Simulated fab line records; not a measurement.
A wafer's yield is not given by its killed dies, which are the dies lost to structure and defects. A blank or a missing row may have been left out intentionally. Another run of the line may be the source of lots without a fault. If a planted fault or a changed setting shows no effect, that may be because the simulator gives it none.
2 desks, one fault :: flow gf180mcu :: what lay behind the numbers comes last; until then each desk has only its own

## METROLOGY DESK
Means of the sampled wafers that have a number, per lot and without regard to the tool the lot ran on: this is what the gauges read. Any lot whose mean is over 4 standard deviations away from the usual mean is out of limits and marked OUT; that distance is given in the brackets.
Columns: A = cd_nm at GF_CONTACT_CD_MEAS_14, usual 220.0 nm; B = CONTACT_OVL at GF_CONTACT_OVL_MEAS_15, usual -2 nm
lot: L305
first seen here: day 17 02:57
A: 218.4
B: -1

lot: L310
first seen here: day 18 20:38
A: 219.3
B: 7

lot: L311
first seen here: day 19 09:19
A: 223.1
B: -7

lot: L314
first seen here: day 20 05:55
A: 219.3
B: -2

lot: L315
first seen here: day 21 02:54
A: 220.7
B: -9

lot: L324
first seen here: day 23 20:25
A: 220.3
B: 0
This desk found nothing out of limits on any of the 6 lots.

## AT THE TOOL OWNER'S DESK: pvd_sputter-04
The tool's own readings at GF_CONTACT_SPUTTER_23 (material TiN, target thk 10 nm, time 40 s): means of the sampled wafers that have a number, for each lot that ran on this tool. Any lot whose mean is over 4 standard deviations away from the usual mean is out of limits and marked OUT; that distance is given in the brackets.
Columns: A = throttle_valve_pct at GF_CONTACT_SPUTTER_23, usual 29.4 %
lot: L305
first seen here: day 17 03:38
A: 28.8

lot: L310
first seen here: day 18 21:16
A: 29.7

lot: L311
first seen here: day 19 10:00
A: 28.8
This desk found nothing out of limits on any of the 3 lots.

## BROUGHT TOGETHER
From the metrology desk's view, nothing was out of limits.
The tool owner's desk saw nothing out of limits.

## WHAT THE SIMULATOR PUT IN
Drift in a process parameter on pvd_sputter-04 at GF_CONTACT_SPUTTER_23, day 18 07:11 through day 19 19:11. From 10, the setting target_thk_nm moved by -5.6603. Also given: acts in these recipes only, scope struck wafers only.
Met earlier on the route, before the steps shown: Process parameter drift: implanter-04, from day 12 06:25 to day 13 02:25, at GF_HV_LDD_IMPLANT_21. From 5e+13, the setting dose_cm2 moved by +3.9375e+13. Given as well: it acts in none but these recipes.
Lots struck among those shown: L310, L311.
